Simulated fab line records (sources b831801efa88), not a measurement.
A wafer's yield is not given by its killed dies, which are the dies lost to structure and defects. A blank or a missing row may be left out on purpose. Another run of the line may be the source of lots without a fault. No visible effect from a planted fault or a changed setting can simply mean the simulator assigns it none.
fab line records    flow sky130
[record] lots = 6  wafers = 18  lastDay = 50
route steps=708 shown METAL3@556
lots with no fault: from the same line, run without faults
startH: hours from the record's first day to the start of the lot's first wafer shown    waitH: time in hours since the lot's previous step    " identical to the entry in the row above    L1.1+2: a row that stands for several wafers    - no value present, or no start provided    * or withheld: withheld    < > ~ a bound
route shown NAME@n: a module of which the file shows steps, and the number in the route of the first    usual: mean/standard deviation taken from wafers without a fault    same: alike in all rows    chamber/n: place in a boat    sites: per-site readings    _std_site: how widely they spread, as a standard deviation    _edge_site: mean of outer sites minus mean of inner sites    radiusMm: how far each site lies from the wafer's centre    mask NAME#n: copy n    behind: the tool/chamber that last shaped the wafer    hold: why the lot was held/for how many hours/how that ended    device: transistor that didn't switch, given as n, p or np    end of line: the same wafers' tests at the end of the route    a step without rows: its recipe alone    killed: dies lost to structure and defects at the first sort, not the wafer's yield    map: the dies of a wafer, with x for killed, . for not killed, _ for no die there
set.NAME: the setting the step ran with; set.NAME@STEP: the setting that earlier step ran with    model.NAME: the simulator's own value behind a step, which no gauge read
lots seen at some steps along the route; tables by step, rows by wafer
services: the hour from which a tool's chamber was out of use, counted from the record's first day as startH (under 0 if before that day), plus the number of hours and why
[[steps]]
[step SKY_METAL3_HMDS_06]
[recipe] primeTimeS = 60  primeTempC = 120
[step SKY_METAL3_COAT_07]
[recipe] resist = BARC  tempC = withheld  timeS = withheld  spinRpm = 3000  resistThkNm = 60
[step SKY_METAL3_COAT_08]
[recipe] resist = KrF-thick  spinRpm = 3000  resistThkNm = 1140
[step SKY_METAL3_SOFTBAKE_09]
[recipe] tempC = 100  timeS = 90  resist = KrF-thick
[step SKY_METAL3_EXPOSE_10]
[recipe] maskId = MM3  na = 0.68  sourceShape = annular  sigmaInner = 0.4  sigmaOuter = 0.8  targetCdNm = 300  doseMj = 28
[step SKY_METAL3_PEB_11]
[recipe] pebTempC = withheld  pebTimeS = withheld  resist = KrF-thick
[step SKY_METAL3_DEVELOP_12]
[recipe] developTimeS = 60  resist = KrF-thick  devTempC = 21
[step SKY_METAL3_CD_MEAS_13]
[recipe] targetCdNm = 300
[usual] cdNm = 299.8/1.9
lot.wafer  tool      chamber  startH   waitH  cdNm
L472.2     cdSem-01  -        940.01   -      302.0
L472.5     "         -        "        "      301.2
L472.6     "         -        "        "      302.4
L478.3     cdSem-02  -        986.43   -      299.9
L478.5     "         -        "        "      298.7
L478.6     "         -        "        "      297.7
L483.1     cdSem-01  -        1022.19  -      302.2
L483.2     "         -        "        "      302.0
L483.4     "         -        "        "      303.1
L484.3     cdSem-01  -        1026.68  -      304.6
L484.4     "         -        "        "      303.2
L484.6     "         -        "        "      302.2
L485.1     cdSem-01  -        1035.34  -      300.2
L485.3     "         -        "        "      300.7
L485.4     "         -        "        "      300.5
L489.2     cdSem-02  -        1057.66  -      299.0
L489.3     "         -        "        "      301.1
L489.5     "         -        "        "      301.4
[step SKY_METAL3_OVL_MEAS_14]
[usual] METAL3_OVL = -1/5.9
lot.wafer  tool        chamber  startH   waitH  METAL3_OVL[nm]
L472.2     overlay-01  -        940.13   0.1    0
L472.5     "           -        "        "      -1
L472.6     "           -        "        "      -3
L478.3     overlay-02  -        986.52   0.1    7
L478.5     "           -        "        "      1
L478.6     "           -        "        "      3
L483.1     overlay-01  -        1022.31  0.1    2
L483.2     "           -        "        "      3
L483.4     "           -        "        "      3
L484.3     overlay-02  -        1026.77  0.1    -6
L484.4     "           -        "        "      1
L484.6     "           -        "        "      6
L485.1     overlay-02  -        1035.46  0.1    -4
L485.3     "           -        "        "      -1
L485.4     "           -        "        "      1
L489.2     overlay-01  -        1057.76  0.1    -7
L489.3     "           -        "        "      2
L489.5     "           -        "        "      1
[step SKY_METAL3_DESCUM_15]
[recipe] chemistry = O2  sourcePowerW = 150  biasPowerW = 0  pressureMtorr = 10  tempC = 40  timeS = 8
[usual] drypumpMotorCurrentA = 5.8/0.44  oesProductAu = 1.009/0.012
[same] biasPowerW = 0
lot.wafer  tool         chamber  startH   waitH  drypumpMotorCurrentA  oesProductAu  rfHoursCounterH
L472.2     rieMetal-02  1        940.16   0.0    5.1                   0.989         0
L472.5     "            0        "        "      6.2                   1.018         -
L472.6     "            1        "        "      5.1                   0.997         -
L478.3     rieMetal-04  0        986.56   0.0    5.7                   1.015         -
L478.5     "            0        "        "      5.7                   1.004         -
L478.6     "            1        "        "      5.4                   0.993         -
L483.1     rieMetal-02  1        1022.35  0.0    5.2                   0.999         4
L483.2     "            0        "        "      6.2                   1.040         15
L483.4     "            1        "        "      5.1                   1.007         -
L484.3     rieMetal-04  1        1026.81  0.0    5.4                   1.008         -
L484.4     "            0        "        "      5.7                   1.005         -
L484.6     "            0        "        "      5.7                   1.006         -
L485.1     rieMetal-02  0        1035.49  0.0    6.2                   1.031         16
L485.3     "            0        "        "      6.2                   1.028         -
L485.4     "            1        "        "      5.1                   1.002         -
L489.2     rieMetal-03  1        1057.79  0.0    6.2                   0.997         16
L489.3     "            0        "        "      5.8                   1.021         -
L489.5     "            1        "        "      6.2                   0.997         -
[step SKY_METAL3_ETCH_16]
[recipe] chemistry = N2/H2  target = BARC  ionEnergyEv = 200  biasW = 100  pressureMtorr = 30  n2FlowSccm = 100  h2FlowSccm = 200  icpW = 500  stopOn = SiO2  timeS = 88.2  targetDepthA = 600
[usual] biasW = 100.0/0.32  drypumpMotorCurrentA = 5.8/0.44  n2FlowSccm = 99.98/0.26  oesProductAu = 0.626/0.0049  throttleValvePct = 13.204/0.0092
lot.wafer  tool         chamber  startH   waitH  biasW  drypumpMotorCurrentA  n2FlowSccm  oesProductAu  rfHoursCounterH  throttleValvePct
L472.2     rieMetal-02  1        940.19   0.0    99.6   5.1                   100.57      0.627         0                13.201
L472.5     "            0        "        "      100.1  6.2                   99.87       0.628         -                13.203
L472.6     "            1        "        "      99.8   5.1                   100.23      0.623         -                13.196
L478.3     rieMetal-04  0        986.61   0.0    100.4  5.7                   100.40      0.627         -                13.218
L478.5     "            0        "        "      99.9   5.7                   100.24      0.633         -                13.205
L478.6     "            1        "        "      99.9   5.4                   99.96       0.629         -                13.207
L483.1     rieMetal-02  1        1022.38  0.0    100.2  5.1                   99.85       0.624         4                13.223
L483.2     "            0        "        "      99.7   6.2                   99.85       0.631         15               13.210
L483.4     "            1        "        "      100.6  5.1                   99.76       0.618         -                13.192
L484.3     rieMetal-04  1        1026.86  0.0    100.0  5.3                   99.94       0.621         -                13.200
L484.4     "            0        "        "      99.9   5.7                   100.02      0.632         -                13.198
L484.6     "            0        "        "      99.8   5.7                   100.14      0.626         -                13.209
L485.1     rieMetal-02  0        1035.53  0.0    99.9   6.2                   100.10      0.633         16               13.216
L485.3     "            0        "        "      100.0  6.2                   99.75       0.627         -                13.190
L485.4     "            1        "        "      99.5   5.1                   99.59       0.624         -                13.209
L489.2     rieMetal-03  1        1057.83  0.0    100.2  6.2                   100.40      0.625         16               13.194
L489.3     "            0        "        "      100.2  5.8                   99.78       0.626         -                13.206
L489.5     "            1        "        "      99.8   6.2                   100.08      0.625         -                13.193
[step SKY_METAL3_ETCH_17]
[recipe] target = SiO2  stopOn = TiN  chemistry = C4F8/O2/Ar  sourceW = 1500  biasW = 1200  pressureMtorr = 40  c4f8FlowSccm = withheld  O2_flow_sccm = 6  Ar_flow_sccm = 300  timeS = 3.9  targetDepthA = 150
[usual] biasW = 1199/3.3  oesProductAu = 0.753/0.0069
lot.wafer  tool        chamber  startH   waitH  biasW  oesProductAu  rfHoursCounterH
L472.2     rieDiel-04  1        940.29   0.1    1200   0.751         4
L472.5     "           0        "        "      1200   0.755         -
L472.6     "           1        "        "      1200   0.748         -
L478.3     rieDiel-02  1        986.68   0.0    1199   0.757         19
L478.5     "           3        "        "      1197   0.764         -
L478.6     "           2        "        "      1207   0.747         -
L483.1     rieDiel-02  0        1022.48  0.1    1198   0.747         17
L483.2     "           3        "        "      1203   0.751         19
L483.4     "           1        "        "      1194   0.759         20
L484.3     rieDiel-02  0        1026.92  0.0    1192   0.753         17
L484.4     "           3        "        "      1199   0.751         19
L484.6     "           2        "        "      1203   0.747         -
L485.1     rieDiel-02  2        1035.62  0.1    1201   0.749         17
L485.3     "           3        "        "      1191   0.744         19
L485.4     "           0        "        "      1200   0.757         17
L489.2     rieDiel-02  2        1057.92  0.1    1201   0.755         18
L489.3     "           3        "        "      1199   0.758         20
L489.5     "           0        "        "      1198   0.745         -
[step SKY_METAL3_METAL_ETCH_18]
[recipe] targetDepthA = 8450  stopOn = SiO2  overEtchFrac = 0.3  timeS = 183.1  chemistry = Cl2/BCl3  resistSidewallDeg = 88  pressureMtorr = 10  icpW = 900  biasW = 48.5  Cl2_flow_sccm = 60  bcl3FlowSccm = 30
[usual] biasW = 48.47/0.15  drypumpMotorCurrentA = 5.8/0.39  oesProductAu = 0.868/0.0066  throttleValvePct = 22.264/0.0088
lot.wafer  tool         chamber  startH   waitH  biasW  drypumpMotorCurrentA  oesProductAu  rfHoursCounterH  throttleValvePct  model.KrF-thick_of_METAL3_COAT_08.thkNm  model.SiO2_of_VIA2_HDPCVD_00.thkNm
L472.2     rieMetal-04  0        940.31   0.0    48.56  5.7                   0.861         8                22.284            534.6                                    465.2
L472.5     "            0        "        "      48.27  5.7                   0.862         -                22.270            530.4                                    465.2
L472.6     "            1        "        "      48.52  5.4                   0.867         -                22.268            532.5                                    465.2
L478.3     rieMetal-03  1        986.76   0.1    48.59  6.2                   0.876         -                22.255            532.7                                    467.3
L478.5     "            1        "        "      48.61  6.2                   0.876         -                22.272            530.6                                    466.3
L478.6     "            0        "        "      48.37  5.8                   0.872         -                22.281            534.5                                    467.5
L483.1     rieMetal-04  0        1022.50  0.0    56.07  5.7                   0.873         13               22.262            488                                      460.8
L483.2     "            1        "        "      48.73  5.4                   0.870         18               22.277            532.5                                    466.1
L483.4     "            0        "        "      56.17  5.7                   0.878         -                22.265            498.4                                    461.3
L484.3     rieMetal-03  0        1027.00  0.1    48.55  5.8                   0.881         -                22.277            523.6                                    466.3
L484.4     "            1        "        "      48.75  6.2                   0.883         -                22.264            525.4                                    467.3
L484.6     "            1        "        "      48.52  6.2                   0.874         -                22.261            532                                      466.8
L485.1     rieMetal-04  0        1035.64  0.0    56.20  5.7                   0.874         14               22.252            478.3                                    460.4
L485.3     "            0        "        "      56.18  5.7                   0.877         -                22.262            475.8                                    462.9
L485.4     "            1        "        "      48.49  5.4                   0.866         -                22.259            521.6                                    464.5
L489.2     rieMetal-02  1        1057.94  0.0    48.83  5.1                   0.869         6                22.270            530                                      465.5
L489.3     "            1        "        "      48.53  5.1                   0.872         -                22.256            524.9                                    465.8
L489.5     "            0        "        "      48.48  6.2                   0.868         -                22.278            504                                      465.8
[step SKY_METAL3_STRIP_19]
[recipe] chemistry = O2/N2  powerW = 1400  pressureMtorr = 1500  platenTempC = withheld  o2FlowSccm = 3000  n2FlowSccm = 300  overashFraction = 0.5
[usual] drypumpMotorCurrentA = 5.6/0.47  n2FlowSccm = 300.0/0.91  oesProductAu = 0.500/0.0055  stripTimeToEndpointS = 6.49/0.098
[same] overashFraction = 0.5
lot.wafer  tool            chamber  startH   waitH  drypumpMotorCurrentA  n2FlowSccm  oesProductAu  rfHoursCounterH  stripTimeToEndpointS
L472.2     plasmaAsher-03  0        940.49   0.1    5.5                   300.0       0.510         107              6.61
L472.5     "               0        "        "      5.5                   300.1       0.498         -                6.57
L472.6     "               1        "        "      6.3                   301.0       0.506         -                6.59
L478.3     plasmaAsher-02  1        986.91   0.1    5.0                   301.7       0.504         -                6.57
L478.5     "               0        "        "      5.1                   299.5       0.502         -                6.58
L478.6     "               1        "        "      5.0                   301.0       0.510         -                6.62
L483.1     plasmaAsher-03  1        1022.68  0.1    6.4                   299.5       0.483         117              6.14
L483.2     "               0        "        "      5.6                   300.3       0.501         117              6.60
L483.4     "               0        "        "      5.5                   299.7       0.497         -                6.24
L484.3     plasmaAsher-02  1        1027.15  0.1    5.0                   298.7       0.495         -                6.51
L484.4     "               0        "        "      5.1                   299.7       0.498         -                6.51
L484.6     "               0        "        "      5.1                   299.3       0.505         -                6.57
L485.1     plasmaAsher-03  0        1035.82  0.1    5.5                   300.4       0.483         118              6.04
L485.3     "               0        "        "      5.5                   300.6       0.486         -                6.02
L485.4     "               1        "        "      6.4                   299.9       0.498         -                6.47
L489.2     plasmaAsher-01  0        1058.12  0.1    5.9                   300.5       0.499         32               6.56
L489.3     "               0        "        "      5.9                   301.9       0.503         -                6.50
L489.5     "               1        "        "      5.4                   300.7       0.497         -                6.29
[step SKY_METAL3_STRIP_20]
[recipe] chemistry = postEtchResidueRemover  timeS = 1200  tempC = 72.5
[[services]]
tool            chamber  startH   hours  kind
rieDiel-04      -        921.14   2.8    pm
rieDiel-02      3        934.95   1.3    repair
plasmaAsher-02  -        940.98   28.1   pm
rieDiel-04      3        973.90   9.4    repair
plasmaAsher-02  -        975.63   8.1    repair
rieDiel-04      2        976.58   4.3    repair
plasmaAsher-01  -        977.68   5.4    repair
rieDiel-04      -        981.74   0.4    repair
rieDiel-02      1        1001.89  4.4    repair
plasmaAsher-02  -        1019.92  0.5    repair
plasmaAsher-03  -        1029.72  0.8    repair
plasmaAsher-03  -        1055.25  9.0    pm
plasmaAsher-03  0        1055.25  9.0    ventCycle
plasmaAsher-03  1        1055.25  9.0    ventCycle
[[key]]
[firstSign] step = SKY_METAL3_METAL_ETCH_18  reading = biasW  direction = up  sigmas = 50  usual = 48.47  struck = 56.15
[effect] step = SKY_METAL3_STRIP_19  reading = stripTimeToEndpointS  direction = down  sigmas = 3.9  usual = *  struck = *
[modelEffect] step = SKY_METAL3_METAL_ETCH_18  value = KrF-thick_of_METAL3_COAT_08.thkNm  without = 521.4  struck = 485.1
metAt SKY_METAL3_METAL_ETCH_18
struckWafers L483.1,L483.4,L485.1,L485.3
onsetBetween 940.31 1022.50
[fault] kind = processParameterDrift  tool = rieMetal-04  chamber = 0  onsetH = 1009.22  steps = SKY_METAL3_METAL_ETCH_18  channel = biasW  offset = 7.7393  shape = step  endH = 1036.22  actsIn = theseRecipesOnly  stated = 48.5
